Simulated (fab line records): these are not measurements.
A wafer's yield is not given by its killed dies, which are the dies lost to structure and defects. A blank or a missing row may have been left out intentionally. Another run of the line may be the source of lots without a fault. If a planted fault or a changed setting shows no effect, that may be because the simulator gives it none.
A lot that was struck, set against a sound lot | flow sky130 | 28 steps out of a route of 708
Sound: wafers L923.1, L923.2, L923.3. Wafers struck: L937.2, L937.3, L937.6. The cause comes at the end.
Each step with rows lists, per side, the tool, then ch with its chambers, then its first start. Under that, the readings that differ: sound wafers | struck wafers | difference of the means | sigmas: that difference in standard deviations of wafers without a fault.
alike: readings with means less than 2 such deviations apart, plus words and numbers identical on both sides. not compared: withheld readings, readings lacking a value on some wafer, bounds such as >300 that could conceal the same value, and numbers that have no deviation in the record and whose values overlap.
A row with sigmas, a row that says differs or no value, or rows on one side alone: a step with any of these is where the two part. Numbers that don't overlap but have no deviation are shown without sigmas and don't part them. Lack of a reading on every wafer of one side parts them only where that side has two or more wafers.

first, 1 step without rows for these wafers: SKY_VIA4_ETCH_12 (etches SiO2 in C4F8/O2/Ar, stops on TiN, target depth 580 nm).
SKY_VIA4_STRIP_13: strips in O2/N2.
  sound on plasmaAsher-03 ch 0,1, day 44 17:56; struck on plasmaAsher-03 ch 0,1, day 48 02:38
  alike: drypumpMotorCurrentA, oesProductAu, stripTimeToEndpointS
  not compared: rfHoursCounterH
then, 5 steps without rows for these wafers: SKY_VIA4_STRIP_14 (strips in post etch residue remover, time 1200 s); SKY_VIA4_CLEAN_15 (cleans in IPA, time 180 s); SKY_VIA4_CLEAN_16 (cleans in O3/DIW); SKY_VIA4_SPUTTER_17 (material TiN, target thk 20 nm, time 80 s); SKY_VIA4_CVD_18 (deposits W, target thk 505 nm, time 152.14 s).
SKY_VIA4_RS_MEAS_19: a four-point-probe measurement.
  struck on filmMetro-04, day 48 03:42; sound on filmMetro-01, day 44 19:01
  alike: VIA4_W_RS
SKY_VIA4_THK_MEAS_20: measures by xrf.
  struck on filmMetro-04, day 48 03:49; sound on filmMetro-01, day 44 19:08
  alike: VIA4_W_THK
SKY_VIA4_CMP_21: polishes, stops on SiO2, t overpolish 25 s, target thk 0 nm.
  sound on cmp-02 ch 0,2,3, day 44 19:11; struck on cmp-01 ch 1,3, day 48 03:55
reading             | sound       | struck      | difference | sigmas
timeToEndpointS (s) | 119 117 123 | 130 130 130 | +10        | +3
  alike: motorCurrentA, overpolishRunS
SKY_METAL5_SPUTTER_00: material Ti, target thk 15 nm, time 10 s.
  struck on pvdSputter-02, day 48 04:10; sound on pvdSputter-04, day 44 19:29
  alike: chamberPressurePa, throttleValvePct
then, 1 step without rows for these wafers: SKY_METAL5_SPUTTER_01 (material TiN, target thk 20 nm, time 16.7 s).
SKY_METAL5_SPUTTER_02: material AlCu, target thk 1150 nm, time 61.2 s.
  struck on pvdSputter-02, day 48 04:12; sound on pvdSputter-04, day 44 19:32
reading                | sound                | struck               | difference | sigmas
chamberPressurePa (Pa) | 0.4003 0.4004 0.3997 | 0.3854 0.3871 0.3873 | -0.0135    | -17
  alike: throttleValvePct
SKY_METAL5_SPUTTER_03: material Ti, target thk 5 nm, time 3.3 s.
  struck on pvdSputter-02, day 48 04:15; sound on pvdSputter-04, day 44 19:35
  alike: chamberPressurePa, throttleValvePct
then, 1 step without rows for these wafers: SKY_METAL5_SPUTTER_04 (material TiN, target thk 70 nm, time 57.49 s).
SKY_METAL5_RS_MEAS_05: a four-point-probe measurement.
  struck on filmMetro-04, day 48 04:20; sound on filmMetro-02, day 44 19:40
reading                 | sound                   | struck                  | difference | sigmas
METAL5_ALCU_RS (ohm/sq) | 0.02692 0.02755 0.02696 | 0.02621 0.02623 0.02626 | -0.00091   | -4
SKY_METAL5_THK_MEAS_06: measures by xrf.
  struck on filmMetro-04, day 48 04:27; sound on filmMetro-02, day 44 19:47
reading              | sound          | struck         | difference | sigmas
METAL5_ALCU_THK (nm) | 1169 1148 1167 | 1214 1211 1206 | +49        | +4
then, 8 steps without rows for these wafers: SKY_METAL5_DEHYDRATE_07 (time 60 s); SKY_METAL5_HMDS_08 (prime time 60 s); SKY_METAL5_COAT_09 (resist thk 1800 nm); SKY_METAL5_SOFTBAKE_10 (time 60 s); SKY_METAL5_EXPOSE_11 (exposes mask MM5, target cd 1600 nm); SKY_METAL5_PEB_12; SKY_METAL5_DEVELOP_13 (develop time 60 s); SKY_METAL5_DESCUM_14 (chemistry O2, time 11 s).
SKY_METAL5_METAL_ETCH_15: etches the open film in Cl2/BCl3, stops on SiO2, target depth 1260 nm, time 252 s.
  sound on rieMetal-04 ch 0,1, day 45 17:08; struck on rieMetal-01 ch 0,1, day 48 21:55
reading                          | sound          | struck         | difference | sigmas
model.METAL5.featureDepthNm (nm) | 1266 1260 1265 | 1255 1255 1254 | -9         | 
model.etch.depthNm (nm)          | 1266 1260 1265 | 1255 1255 1254 | -9         | 
  alike: drypumpMotorCurrentA, oesProductAu, rfFwdPowerW, throttleValvePct
  not compared: rfHoursCounterH
SKY_METAL5_STRIP_16: strips in O2/N2.
  sound on plasmaAsher-02 ch 0,1, day 45 17:22; struck on plasmaAsher-04 ch 1, day 48 22:09
  alike: drypumpMotorCurrentA, oesProductAu, stripTimeToEndpointS
  not compared: rfHoursCounterH
SKY_PAD_OPEN_PROBE_99:
  struck on prober-01, day 50 12:10; sound on prober-02, day 47 13:14
  alike: defectLimitedYield, killed_at_M0_to_M3, killed_at_M4_up, killedAtContacts, killedAtFrontEnd, killedDies, killedOpen, killedShort, sort_bin_3_pad_short, sort_bin_5_function, sort_bin_6_memory, sortNPass, sortYieldPct

## WHERE THEY PART
Last at SKY_METAL5_THK_MEAS_06 as far as this record goes, first at SKY_VIA4_CMP_21. Later steps at which nothing parts them and some readings are alike: SKY_METAL5_METAL_ETCH_15, SKY_METAL5_STRIP_16, SKY_PAD_OPEN_PROBE_99.

WHY: what the simulator had put in
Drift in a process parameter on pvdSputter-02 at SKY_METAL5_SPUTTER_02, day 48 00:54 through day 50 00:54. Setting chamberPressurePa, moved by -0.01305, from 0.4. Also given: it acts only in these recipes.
